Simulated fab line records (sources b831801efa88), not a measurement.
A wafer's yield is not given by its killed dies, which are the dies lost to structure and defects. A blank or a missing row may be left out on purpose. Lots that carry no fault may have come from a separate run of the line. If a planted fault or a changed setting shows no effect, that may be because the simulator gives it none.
fab line records    flow sky130
record lots=13  wafers=39  last_day=50
route steps=708 shown LDD_N@244 LDD_P@265 LDD_HVN@271 LDD_LDN@296
lots untouched by any fault: they come from a run of this same line in which no faults occurred
start_h: the number of hours between the record's first day and the start of the first shown wafer of the lot    wait_h: hours since the lot's step before    " the same as in the row above    L1.1+2: one row covering several wafers at once    - no value, or no start was given    * or withheld: withheld    < > ~ a bound
route shown NAME@n: names a module that has steps shown in the file, with the first one's number in the route    usual: mean/standard deviation taken from wafers without a fault    same: alike in all rows    chamber/n: place in a boat    sites: readings site by site    _std_site: their standard deviation    _edge_site: inner sites' mean taken away from outer sites' mean    radius_mm: for every site, how far away it sits from the centre of the wafer    mask NAME#n: copy n    behind: the tool/chamber that last shaped the wafer    hold: why the lot went on hold/how many hours it stayed there/how the hold came to an end    device: which transistor (n, p or np) failed to switch    end of line: at the end of the route, the tests of the same wafers    a step with no rows: only its recipe    killed: count of dies lost to structure and defects at first sort (not the wafer's yield)    map: a wafer's dies, marking killed ones x, the rest . and places with no die _
set.NAME: setting as actually run; set.NAME@STEP: the setting as run at that earlier step    model.NAME: the simulator's own value behind a step, which no gauge read
steps of the route over a sample of lots; a table a step, a row a wafer
services: from which hour (start_h, from the record's first day; less than 0 if before it) a tool's chamber was out of use, for how many hours, and why
## steps
# step SKY_LDD_N_OVL_MEAS_07
# usual LDD_N_OVL=-0.8/1.2
lot.wafer  tool        chamber  start_h  wait_h  LDD_N_OVL[nm]
L429.2     overlay-01  -        436.05   0.1     -3.0
L429.3     "           -        "        "       -2.6
L429.5     "           -        "        "       -2.1
L432.1     overlay-02  -        436.95   0.1     -1.7
L432.2     "           -        "        "       0.1
L432.5     "           -        "        "       -2.3
L431.2     overlay-01  -        438.35   0.1     -2.0
L431.3     "           -        "        "       -3.0
L431.5     "           -        "        "       -2.2
L434.1     overlay-02  -        438.64   0.1     1.4
L434.2     "           -        "        "       -0.7
L434.6     "           -        "        "       0.1
L433.2     overlay-01  -        440.25   0.1     -0.3
L433.3     "           -        "        "       -2.7
L433.4     "           -        "        "       -1.4
L437.1     overlay-01  -        476.15   0.1     -1.8
L437.2     "           -        "        "       -1.0
L437.5     "           -        "        "       -0.7
L439.2     overlay-02  -        495.95   0.1     0.7
L439.4     "           -        "        "       0.9
L439.5     "           -        "        "       -1.7
L442.1     overlay-02  -        514.04   0.1     2.1
L442.2     "           -        "        "       0.6
L442.5     "           -        "        "       -0.9
L445.1     overlay-02  -        549.44   0.1     -1.0
L445.2     "           -        "        "       -1.2
L445.6     "           -        "        "       -1.3
L446.1     overlay-02  -        550.69   0.1     -1.9
L446.4     "           -        "        "       0.2
L446.5     "           -        "        "       -1.4
L447.1     overlay-01  -        565.59   0.1     0.7
L447.5     "           -        "        "       -0.3
L447.6     "           -        "        "       0.9
L448.1     overlay-01  -        567.84   0.1     -1.1
L448.4     "           -        "        "       -0.1
L448.6     "           -        "        "       0.5
L450.1     overlay-02  -        586.14   0.1     -0.2
L450.3     "           -        "        "       -1.5
L450.6     "           -        "        "       -1.7
# step SKY_LDD_P_STRIP_10
# recipe chemistry=O2/N2  power_w=1400  pressure_mtorr=1500  platen_temp_c=withheld  o2_flow_sccm=3000  n2_flow_sccm=300  overash_fraction=0.5
# usual drypump_motor_current_A=6.0/0.51  n2_flow_sccm=299.9/0.9  oes_product_au=0.716/0.005  strip_time_to_endpoint_s=14.19/0.05
lot.wafer  tool             chamber  start_h  wait_h  drypump_motor_current_A  n2_flow_sccm  oes_product_au  rf_hours_counter_h  strip_time_to_endpoint_s
L429.2     plasma_asher-02  0        467.95   0.1     6.1                      300.8         0.719           4                   14.22
L429.3     "                1        "        "       6.8                      299.0         0.718           -                   14.22
L429.5     "                0        "        "       6.1                      299.8         0.712           -                   14.22
L432.1     plasma_asher-02  1        469.66   0.1     6.8                      299.9         0.713           4                   14.18
L432.2     "                0        "        "       6.1                      299.2         0.714           4                   14.18
L432.5     "                0        "        "       6.0                      299.4         0.724           -                   14.12
L431.2     plasma_asher-01  1        471.05   0.1     5.6                      300.0         0.716           83                  14.20
L431.3     "                1        "        "       5.6                      300.1         0.716           -                   14.14
L431.5     "                0        "        "       6.1                      298.8         0.707           -                   14.17
L434.1     plasma_asher-03  0        471.06   0.1     5.8                      298.9         0.721           37                  14.26
L434.2     "                1        "        "       5.3                      299.9         0.716           37                  14.18
L434.6     "                1        "        "       5.3                      299.7         0.711           -                   14.26
L433.2     plasma_asher-01  0        472.30   0.1     6.1                      300.9         0.724           83                  14.11
L433.3     "                0        "        "       6.1                      299.2         0.715           -                   14.12
L433.4     "                1        "        "       5.6                      299.3         0.714           -                   14.14
L437.1     plasma_asher-02  1        508.00   0.1     6.8                      299.2         0.716           7                   14.24
L437.2     "                0        "        "       6.1                      300.5         0.727           7                   14.27
L437.5     "                0        "        "       6.1                      300.4         0.715           -                   14.24
L439.2     plasma_asher-02  1        527.65   0.1     6.8                      300.7         0.713           10                  14.22
L439.4     "                1        "        "       6.8                      300.5         0.712           -                   14.24
L439.5     "                1        "        "       6.8                      302.0         0.722           -                   14.25
L442.1     plasma_asher-03  0        545.85   0.1     5.8                      300.1         0.724           45                  14.15
L442.2     "                1        "        "       5.3                      299.5         0.716           45                  14.07
L442.5     "                1        "        "       5.3                      300.5         0.711           -                   14.08
L445.1     plasma_asher-03  0        580.70   0.1     5.8                      301.4         0.710           48                  14.08
L445.2     "                1        "        "       5.3                      301.0         0.717           48                  14.11
L445.6     "                1        "        "       5.3                      300.9         0.714           -                   14.07
L446.1     plasma_asher-02  0        582.25   0.1     6.1                      298.1         0.713           15                  14.26
L446.4     "                0        "        "       6.1                      299.6         0.718           -                   14.25
L446.5     "                1        "        "       6.8                      300.4         0.710           -                   14.22
L447.1     plasma_asher-01  0        597.30   0.1     6.1                      299.6         0.722           93                  14.24
L447.5     "                0        "        "       6.1                      300.3         0.718           -                   14.22
L447.6     "                1        "        "       5.6                      301.4         0.730           -                   14.21
L448.1     plasma_asher-03  1        598.44   0.1     5.3                      299.9         0.723           50                  14.19
L448.4     "                1        "        "       5.3                      300.0         0.718           -                   14.16
L448.6     "                0        "        "       5.8                      301.2         0.716           -                   14.16
L450.1     plasma_asher-02  0        616.77   0.1     6.1                      299.9         0.719           18                  14.17
L450.3     "                1        "        "       6.8                      301.3         0.708           -                   14.16
L450.6     "                0        "        "       6.1                      300.6         0.712           -                   14.13
# step SKY_LDD_HVN_EXPOSE_04
# recipe mask_id=HVNTM  na=0.6  source_shape=conventional  sigma_outer=0.6  polarization=unpolarized  target_cd_nm=700  dose_mj=127
# usual stage_vel_mm_s=500.03/0.25
lot.wafer  tool              chamber  start_h  wait_h  mask     stage_vel_mm_s
L429.2     iline_stepper-01  0        482.76   -       HVNTM#0  499.71
L429.3     "                 0        "        "       HVNTM#0  499.96
L429.5     "                 0        "        "       HVNTM#0  499.85
L432.1     iline_stepper-01  0        485.57   -       HVNTM#0  500.35
L432.2     "                 0        "        "       HVNTM#0  500.17
L432.5     "                 0        "        "       HVNTM#0  500.28
L431.2     iline_stepper-02  0        486.79   -       HVNTM#0  500.15
L431.3     "                 0        "        "       HVNTM#0  500.06
L431.5     "                 0        "        "       HVNTM#0  499.89
L434.1     iline_stepper-01  0        487.01   -       HVNTM#0  500.19
L434.2     "                 0        "        "       HVNTM#0  499.97
L434.6     "                 0        "        "       HVNTM#0  500.36
L433.2     iline_stepper-01  0        487.57   -       HVNTM#0  500.11
L433.3     "                 0        "        "       HVNTM#0  499.99
L433.4     "                 0        "        "       HVNTM#0  500.32
L437.1     iline_stepper-01  0        523.47   -       HVNTM#0  499.81
L437.2     "                 0        "        "       HVNTM#0  500.04
L437.5     "                 0        "        "       HVNTM#0  499.90
L439.2     iline_stepper-02  0        542.75   -       HVNTM#0  499.90
L439.4     "                 0        "        "       HVNTM#0  499.81
L439.5     "                 0        "        "       HVNTM#0  500.26
L442.1     iline_stepper-02  0        560.52   -       HVNTM#0  499.93
L442.2     "                 0        "        "       HVNTM#0  499.93
L442.5     "                 0        "        "       HVNTM#0  500.11
L445.1     iline_stepper-02  0        595.19   -       HVNTM#0  499.60
L445.2     "                 0        "        "       HVNTM#0  500.29
L445.6     "                 0        "        "       HVNTM#0  499.68
L446.1     iline_stepper-02  0        596.39   -       HVNTM#0  499.94
L446.4     "                 0        "        "       HVNTM#0  499.92
L446.5     "                 0        "        "       HVNTM#0  499.77
L447.1     iline_stepper-02  0        613.09   -       HVNTM#0  499.72
L447.5     "                 0        "        "       HVNTM#0  500.20
L447.6     "                 0        "        "       HVNTM#0  500.30
L448.1     iline_stepper-02  0        613.77   -       HVNTM#0  500.30
L448.4     "                 0        "        "       HVNTM#0  500.17
L448.6     "                 0        "        "       HVNTM#0  500.23
L450.1     iline_stepper-02  0        630.32   -       HVNTM#0  499.80
L450.3     "                 0        "        "       HVNTM#0  499.80
L450.6     "                 0        "        "       HVNTM#0  499.91
# step SKY_LDD_HVN_OVL_MEAS_07
# usual LDD_HVN_OVL=-1.1/1.5
lot.wafer  tool        chamber  start_h  wait_h  LDD_HVN_OVL[nm]
L429.2     overlay-02  -        497.80   0.1     -1.0
L429.3     "           -        "        "       -0.3
L429.5     "           -        "        "       1.3
L432.1     overlay-02  -        500.49   0.1     0.7
L432.2     "           -        "        "       1.1
L432.5     "           -        "        "       -1.1
L431.2     overlay-01  -        501.60   0.1     -1.4
L431.3     "           -        "        "       -1.2
L431.5     "           -        "        "       -2.9
L434.1     overlay-02  -        501.89   0.1     -87.1
L434.2     "           -        "        "       -85.4
L434.6     "           -        "        "       -88.2
L433.2     overlay-01  -        502.20   0.1     -88.3
L433.3     "           -        "        "       -88.5
L433.4     "           -        "        "       -85.4
L437.1     overlay-01  -        537.40   0.1     -87.4
L437.2     "           -        "        "       -87.0
L437.5     "           -        "        "       -85.9
L439.2     overlay-02  -        557.95   0.1     -2.1
L439.4     "           -        "        "       -1.1
L439.5     "           -        "        "       -1.3
L442.1     overlay-01  -        574.64   0.1     -1.2
L442.2     "           -        "        "       -1.5
L442.5     "           -        "        "       0.1
L445.1     overlay-01  -        610.55   0.1     -2.8
L445.2     "           -        "        "       -0.6
L445.6     "           -        "        "       -1.7
L446.1     overlay-01  -        611.54   0.1     -1.7
L446.4     "           -        "        "       -1.2
L446.5     "           -        "        "       -2.3
L447.1     overlay-02  -        626.94   0.1     -3.8
L447.5     "           -        "        "       -2.8
L447.6     "           -        "        "       -2.8
L448.1     overlay-01  -        627.59   0.1     -1.6
L448.4     "           -        "        "       -1.7
L448.6     "           -        "        "       -2.6
L450.1     overlay-01  -        644.94   0.1     -0.4
L450.3     "           -        "        "       -0.4
L450.6     "           -        "        "       -3.4
# step SKY_LDD_LDN_OVL_MEAS_07
# usual LDD_LDN_OVL=0.5/1.7
lot.wafer  tool        chamber  start_h  wait_h  LDD_LDN_OVL[nm]
L429.2     overlay-01  -        558.05   0.1     1.6
L429.3     "           -        "        "       2.1
L429.5     "           -        "        "       1.5
L432.1     overlay-02  -        561.44   0.1     -2.3
L432.2     "           -        "        "       0.2
L432.5     "           -        "        "       -0.3
L431.2     overlay-02  -        561.75   0.1     0.7
L431.3     "           -        "        "       1.2
L431.5     "           -        "        "       1.1
L434.1     overlay-01  -        563.14   0.1     -1.5
L434.2     "           -        "        "       1.5
L434.6     "           -        "        "       -0.6
L433.2     overlay-02  -        563.40   0.1     1.3
L433.3     "           -        "        "       2.4
L433.4     "           -        "        "       -0.3
L437.1     overlay-02  -        596.99   0.1     0.3
L437.2     "           -        "        "       -1.4
L437.5     "           -        "        "       0.9
L439.2     overlay-01  -        616.75   0.1     -2.7
L439.4     "           -        "        "       -2.2
L439.5     "           -        "        "       -2.6
L442.1     overlay-01  -        632.54   0.1     1.1
L442.2     "           -        "        "       1.1
L442.5     "           -        "        "       -1.2
L445.1     overlay-01  -        666.74   0.1     -0.3
L445.2     "           -        "        "       1.0
L445.6     "           -        "        "       1.1
L446.1     overlay-02  -        668.44   0.1     0.1
L446.4     "           -        "        "       0.5
L446.5     "           -        "        "       -1.0
L447.1     overlay-01  -        683.74   0.1     0.7
L447.5     "           -        "        "       1.4
L447.6     "           -        "        "       0.9
L448.1     overlay-01  -        684.14   0.1     -1.1
L448.4     "           -        "        "       -2.0
L448.6     "           -        "        "       -1.6
L450.1     overlay-01  -        700.74   0.1     -2.9
L450.3     "           -        "        "       -2.3
L450.6     "           -        "        "       -3.0
## services
tool              chamber  start_h  hours  kind
iline_stepper-01  -        462.93   1.7    pm
iline_stepper-01  -        488.05   4.4    pm
iline_stepper-01  0        489.32   -      calibration
plasma_asher-01   -        519.53   15.6   pm
iline_stepper-02  -        543.63   7.0    repair
iline_stepper-01  -        592.29   6.6    repair
## key
first_sign step=SKY_LDD_HVN_OVL_MEAS_07  reading=LDD_HVN_OVL  direction=down  sigmas=57  usual=-1.1  struck=-87.0
effect none on later readings
met_at SKY_LDD_HVN_EXPOSE_04
struck_lots L433,L434,L437
rows_end L433.2,L433.3,L433.4,L434.1,L434.2,L434.6,L437.1,L437.2,L437.5
not_acting_at SKY_LDD_N_OVL_MEAS_07,SKY_LDD_P_STRIP_10,SKY_LDD_LDN_OVL_MEAS_07
onset_between 485.57 487.01
fault kind=scanner_matching_overlay  tool=iline_stepper-01  chamber=-  onset_h=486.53  steps=SKY_LDD_HVN_EXPOSE_04  offset=-87.008
# rows_end: these wafers met a further fault down the route, and their rows from its step on are left out
